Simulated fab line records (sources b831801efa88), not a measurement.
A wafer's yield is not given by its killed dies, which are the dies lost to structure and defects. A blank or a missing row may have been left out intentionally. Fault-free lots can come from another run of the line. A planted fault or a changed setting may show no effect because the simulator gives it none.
fab line records -- flow sky130
record: lots: 5, wafers: 23
route steps=708 shown VIA4@657 METAL5@665
startH: the number of hours between the record's first day and the start of the first shown wafer of the lot -- waitH: how many hours have passed since the lot's step before this one -- " identical to the entry in the row above -- L1.1+2: several wafers, shown together as one row -- - no value, or no start was given -- * or withheld: withheld -- < > ~ a bound
route shown NAME@n: names a module that has steps shown in the file, with the first one's number in the route -- usual: mean/standard deviation taken from wafers without a fault -- same: alike in all rows -- chamber/n: place in a boat -- sites: the reading at each site -- _std_site: the values' standard deviation -- _edge_site: outer sites' mean less inner sites' -- radiusMm: how far each site lies from the wafer's centre -- mask NAME#n: copy n -- behind: the most recent tool/chamber to have shaped the wafer -- hold: the reason the lot was held/the length of the hold in hours/how it ended -- device: whichever transistor did not switch (one of n, p or np) -- end of line: the route-end tests of the same wafers -- for a step that has no rows: nothing shown but its recipe -- killed: at the first sort, the dies lost to defects and structure; wafer yield is something else -- map: dies across one wafer; x = killed, . = not, _ = none there
set.NAME: the run value of the setting; set.NAME@STEP: its run value at that earlier step -- model.NAME: the simulator's own value behind a step, which no gauge read
lots with deliberately changed settings; one table per step, one row per wafer
== steps ==
step: SKY_VIA4_CVD_18
recipe: material: W, targetThkNm: 505, timeS: 152.14, tempC: 400, pressureTorr: 40
lot.wafer,tool,chamber,startH,waitH,set.tempC,model.W_of_VIA4_CVD_18.thkNm
L077.1,cvdW-01,0,1025.65,0.0,400,507.8
L077.2,cvdW-01,1,1025.65,0.0,389.8,444.6
L077.3,cvdW-01,1,1025.65,0.0,389.8,443.1
L077.4,cvdW-01,0,1025.65,0.0,400,507.4
L077.5,cvdW-01,1,1025.65,0.0,400,537.2
L079.1,cvdW-01,0,1040.44,0.0,388,403.4
L079.2,cvdW-01,1,1040.44,0.0,400,523.9
L079.3,cvdW-01,0,1040.44,0.0,388,402.4
L079.4,cvdW-01,1,1040.44,0.0,400,524.5
L079.5,cvdW-01,0,1040.44,0.0,388,406
L080.2,cvdW-01,1,1044.24,0.0,393.3,464.4
L080.3,cvdW-01,1,1044.24,0.0,400,520.7
L080.4,cvdW-01,0,1044.24,0.0,393.3,443.2
L080.5,cvdW-01,1,1044.24,0.0,400,524.2
L080.6,cvdW-01,0,1044.24,0.0,393.3,446.7
L083.1,cvdW-01,0,1082.89,0.0,400,505.4
L083.3,cvdW-01,1,1082.89,0.0,390.3,443.4
L083.4,cvdW-01,0,1082.89,0.0,390.3,425.2
L083.5,cvdW-01,1,1082.89,0.0,390.3,442.9
L083.6,cvdW-01,0,1082.89,0.0,400,504.4
L085.1,cvdW-01,0,1090.55,0.0,400,496.8
L085.2,cvdW-01,1,1090.55,0.0,400,524.5
L085.4,cvdW-01,0,1090.55,0.0,400,496.2
step: SKY_VIA4_RS_MEAS_19
recipe: thkMeasGauge: four-point-probe, reads: W_of_VIA4_CVD_18+TiN_of_VIA4_SPUTTER_17
usual: VIA4_W_RS: 0.224/0.0052
lot.wafer,tool,chamber,startH,waitH,set.tempC@VIA4_CVD_18,VIA4_W_RS[ohm/sq]
L077.1,filmMetro-02,-,1025.80,0.1,400,0.225
L077.2,filmMetro-02,-,1025.80,0.1,389.8,0.257
L077.3,filmMetro-02,-,1025.80,0.1,389.8,0.258
L077.4,filmMetro-02,-,1025.80,0.1,400,0.225
L077.5,filmMetro-02,-,1025.80,0.1,400,0.212
L079.1,filmMetro-04,-,1040.59,0.1,388,0.285
L079.2,filmMetro-04,-,1040.59,0.1,400,0.218
L079.3,filmMetro-04,-,1040.59,0.1,388,0.285
L079.4,filmMetro-04,-,1040.59,0.1,400,0.218
L079.5,filmMetro-04,-,1040.59,0.1,388,0.282
L080.2,filmMetro-02,-,1044.41,0.1,393.3,0.246
L080.3,filmMetro-02,-,1044.41,0.1,400,0.219
L080.4,filmMetro-02,-,1044.41,0.1,393.3,0.258
L080.5,filmMetro-02,-,1044.41,0.1,400,0.218
L080.6,filmMetro-02,-,1044.41,0.1,393.3,0.256
L083.1,filmMetro-02,-,1083.04,0.1,400,0.226
L083.3,filmMetro-02,-,1083.04,0.1,390.3,0.257
L083.4,filmMetro-02,-,1083.04,0.1,390.3,0.269
L083.5,filmMetro-02,-,1083.04,0.1,390.3,0.258
L083.6,filmMetro-02,-,1083.04,0.1,400,0.227
L085.1,filmMetro-03,-,1090.70,0.1,400,0.230
L085.2,filmMetro-03,-,1090.70,0.1,400,0.218
L085.4,filmMetro-03,-,1090.70,0.1,400,0.231
step: SKY_VIA4_THK_MEAS_20
recipe: thkMeasGauge: xrf, reads: W_of_VIA4_CVD_18
usual: VIA4_W_THK: 522/14
lot.wafer,tool,chamber,startH,waitH,set.tempC@VIA4_CVD_18,VIA4_W_THK[nm]
L077.1,filmMetro-02,-,1025.92,0.1,400,514
L077.2,filmMetro-02,-,1025.92,0.1,389.8,450
L077.3,filmMetro-02,-,1025.92,0.1,389.8,450
L077.4,filmMetro-02,-,1025.92,0.1,400,516
L077.5,filmMetro-02,-,1025.92,0.1,400,546
L079.1,filmMetro-04,-,1040.71,0.1,388,415
L079.2,filmMetro-04,-,1040.71,0.1,400,540
L079.3,filmMetro-04,-,1040.71,0.1,388,414
L079.4,filmMetro-04,-,1040.71,0.1,400,542
L079.5,filmMetro-04,-,1040.71,0.1,388,417
L080.2,filmMetro-02,-,1044.52,0.1,393.3,479
L080.3,filmMetro-02,-,1044.52,0.1,400,538
L080.4,filmMetro-02,-,1044.52,0.1,393.3,456
L080.5,filmMetro-02,-,1044.52,0.1,400,541
L080.6,filmMetro-02,-,1044.52,0.1,393.3,458
L083.1,filmMetro-02,-,1083.16,0.1,400,519
L083.3,filmMetro-02,-,1083.16,0.1,390.3,454
L083.4,filmMetro-02,-,1083.16,0.1,390.3,435
L083.5,filmMetro-02,-,1083.16,0.1,390.3,456
L083.6,filmMetro-02,-,1083.16,0.1,400,517
L085.1,filmMetro-03,-,1090.82,0.1,400,504
L085.2,filmMetro-03,-,1090.82,0.1,400,531
L085.4,filmMetro-03,-,1090.82,0.1,400,505
step: SKY_METAL5_SPUTTER_04
recipe: material: TiN, targetThkNm: 70, powerW: 6500, timeS: 58.3, chamberPressurePa: 0.4
lot.wafer,tool,chamber,startH,waitH,set.powerW,model.TiN_of_METAL5_SPUTTER_04.thkNm
L077.1,pvdSputter-02,-,1026.76,0.0,6500,71.13
L077.2,pvdSputter-02,-,1026.76,0.0,6989,76.97
L077.3,pvdSputter-02,-,1026.76,0.0,6500,71.24
L077.4,pvdSputter-02,-,1026.76,0.0,6989,75.48
L077.5,pvdSputter-02,-,1026.76,0.0,6989,75.71
L079.1,pvdSputter-01,-,1041.19,0.0,5980,64.38
L079.2,pvdSputter-01,-,1041.19,0.0,5980,63.66
L079.3,pvdSputter-01,-,1041.19,0.0,6500,70.08
L079.4,pvdSputter-01,-,1041.19,0.0,5980,62.66
L079.5,pvdSputter-01,-,1041.19,0.0,6500,67.86
L080.2,pvdSputter-03,-,1044.99,0.0,6500,69.93
L080.3,pvdSputter-03,-,1044.99,0.0,6010,63.84
L080.4,pvdSputter-03,-,1044.99,0.0,6500,69.8
L080.5,pvdSputter-03,-,1044.99,0.0,6500,69.22
L080.6,pvdSputter-03,-,1044.99,0.0,6010,63.71
L083.1,pvdSputter-01,-,1083.64,0.0,6500,70.63
L083.3,pvdSputter-01,-,1083.64,0.0,6500,70.7
L083.4,pvdSputter-01,-,1083.64,0.0,6057,64.99
L083.5,pvdSputter-01,-,1083.64,0.0,6057,66.62
L083.6,pvdSputter-01,-,1083.64,0.0,6500,70.75
L085.1,pvdSputter-02,-,1091.71,0.0,6500,69.76
L085.2,pvdSputter-02,-,1091.71,0.0,6500,69.83
L085.4,pvdSputter-02,-,1091.71,0.0,6500,70.03
step: SKY_METAL5_METAL_ETCH_15
recipe: targetDepthA: 12600, stopOn: SiO2, overEtchFrac: 0.2, timeS: 252, chemistry: Cl2/BCl3, resistSidewallDeg: 86, pressureMtorr: 10, icpW: 900, biasW: 48.5, Cl2_flow_sccm: 60, bcl3FlowSccm: 30
usual: oesProductAu: 0.894/0.005
lot.wafer,tool,chamber,startH,waitH,set.timeS,oesProductAu,model.NOVOLAK_of_METAL5_COAT_09.thkNm
L077.1,rieMetal-04,0,1049.23,0.0,252,0.890,1044
L077.2,rieMetal-04,1,1049.23,0.0,252,0.893,-
L077.3,rieMetal-04,1,1049.23,0.0,252,0.897,1031
L077.4,rieMetal-04,0,1049.23,0.0,252,0.895,-
L077.5,rieMetal-04,1,1049.23,0.0,252,0.886,-
L079.1,rieMetal-04,1,1063.54,0.1,252,0.894,-
L079.2,rieMetal-04,1,1063.54,0.1,223.3,0.967,-
L079.3,rieMetal-04,1,1063.54,0.1,252,0.893,1054
L079.4,rieMetal-04,1,1063.54,0.1,252,0.898,-
L079.5,rieMetal-04,1,1063.54,0.1,223.3,0.954,1143
L080.2,rieMetal-04,1,1066.74,0.1,252,0.889,1044
L080.3,rieMetal-04,1,1066.74,0.1,252,0.896,-
L080.4,rieMetal-04,1,1066.74,0.1,264.4,0.893,1013
L080.5,rieMetal-04,1,1066.74,0.1,252,0.892,1050
L080.6,rieMetal-04,1,1066.74,0.1,264.4,0.893,-
L083.1,rieMetal-01,1,1103.41,0.0,252,0.889,1040
L083.3,rieMetal-01,0,1103.41,0.0,215.2,0.978,1155
L083.4,rieMetal-01,1,1103.41,0.0,252,0.900,-
L083.5,rieMetal-01,1,1103.41,0.0,252,0.893,-
L083.6,rieMetal-01,0,1103.41,0.0,215.2,0.968,1152
L085.1,rieMetal-04,0,1111.91,0.0,252,0.892,1036
L085.2,rieMetal-04,1,1111.91,0.0,252,0.890,1037
L085.4,rieMetal-04,0,1111.91,0.0,252,0.902,1035
step: SKY_METAL5_STRIP_16
recipe: chemistry: O2/N2, powerW: 1400, pressureMtorr: 1500, platenTempC: withheld, o2FlowSccm: 3000, n2FlowSccm: 300, overashFraction: 0.5
usual: stripTimeToEndpointS: 13.13/0.18
lot.wafer,tool,chamber,startH,waitH,set.timeS@METAL5_METAL_ETCH_15,stripTimeToEndpointS
L077.1,plasmaAsher-01,0,1049.46,0.2,252,13.18
L077.2,plasmaAsher-01,1,1049.46,0.2,252,13.15
L077.3,plasmaAsher-01,0,1049.46,0.2,252,13.02
L077.4,plasmaAsher-01,1,1049.46,0.2,252,13.12
L077.5,plasmaAsher-01,1,1049.46,0.2,252,13.13
L079.1,plasmaAsher-01,1,1064.01,0.4,252,13.36
L079.2,plasmaAsher-01,0,1064.01,0.4,223.3,14.29
L079.3,plasmaAsher-01,1,1064.01,0.4,252,13.26
L079.4,plasmaAsher-01,0,1064.01,0.4,252,13.33
L079.5,plasmaAsher-01,0,1064.01,0.4,223.3,14.31
L080.2,plasmaAsher-01,1,1067.13,0.3,252,13.18
L080.3,plasmaAsher-01,0,1067.13,0.3,252,13.18
L080.4,plasmaAsher-01,1,1067.13,0.3,264.4,12.82
L080.5,plasmaAsher-01,0,1067.13,0.3,252,13.24
L080.6,plasmaAsher-01,1,1067.13,0.3,264.4,12.85
L083.1,plasmaAsher-01,1,1103.65,0.2,252,13.12
L083.3,plasmaAsher-01,0,1103.65,0.2,215.2,14.41
L083.4,plasmaAsher-01,1,1103.65,0.2,252,13.16
L083.5,plasmaAsher-01,0,1103.65,0.2,252,13.13
L083.6,plasmaAsher-01,1,1103.65,0.2,215.2,14.40
L085.1,plasmaAsher-04,0,1112.15,0.2,252,13.09
L085.2,plasmaAsher-04,1,1112.15,0.2,252,13.11
L085.4,plasmaAsher-04,1,1112.15,0.2,252,13.07
== key ==
split: step: SKY_VIA4_CVD_18, setting: tempC, stated: 400, by: wafer
response: step: SKY_VIA4_CVD_18, reading: model.W_of_VIA4_CVD_18.thkNm, change: +34.4, per: 1%, r: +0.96
response: step: SKY_VIA4_RS_MEAS_19, reading: VIA4_W_RS, change: -0.0179, per: 1%, r: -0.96
response: step: SKY_VIA4_THK_MEAS_20, reading: VIA4_W_THK, change: +35.7, per: 1%, r: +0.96
split: step: SKY_METAL5_SPUTTER_04, setting: powerW, stated: 6500, by: wafer
response: step: SKY_METAL5_SPUTTER_04, reading: model.TiN_of_METAL5_SPUTTER_04.thkNm, change: +0.703, per: 1%, r: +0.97
split: step: SKY_METAL5_METAL_ETCH_15, setting: timeS, stated: 252, by: wafer
response: step: SKY_METAL5_METAL_ETCH_15, reading: oesProductAu, change: -0.00515, per: 1%, r: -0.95
response: step: SKY_METAL5_METAL_ETCH_15, reading: model.NOVOLAK_of_METAL5_COAT_09.thkNm, change: -7.73, per: 1%, r: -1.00
response: step: SKY_METAL5_STRIP_16, reading: stripTimeToEndpointS, change: *, per: 1%, r: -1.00
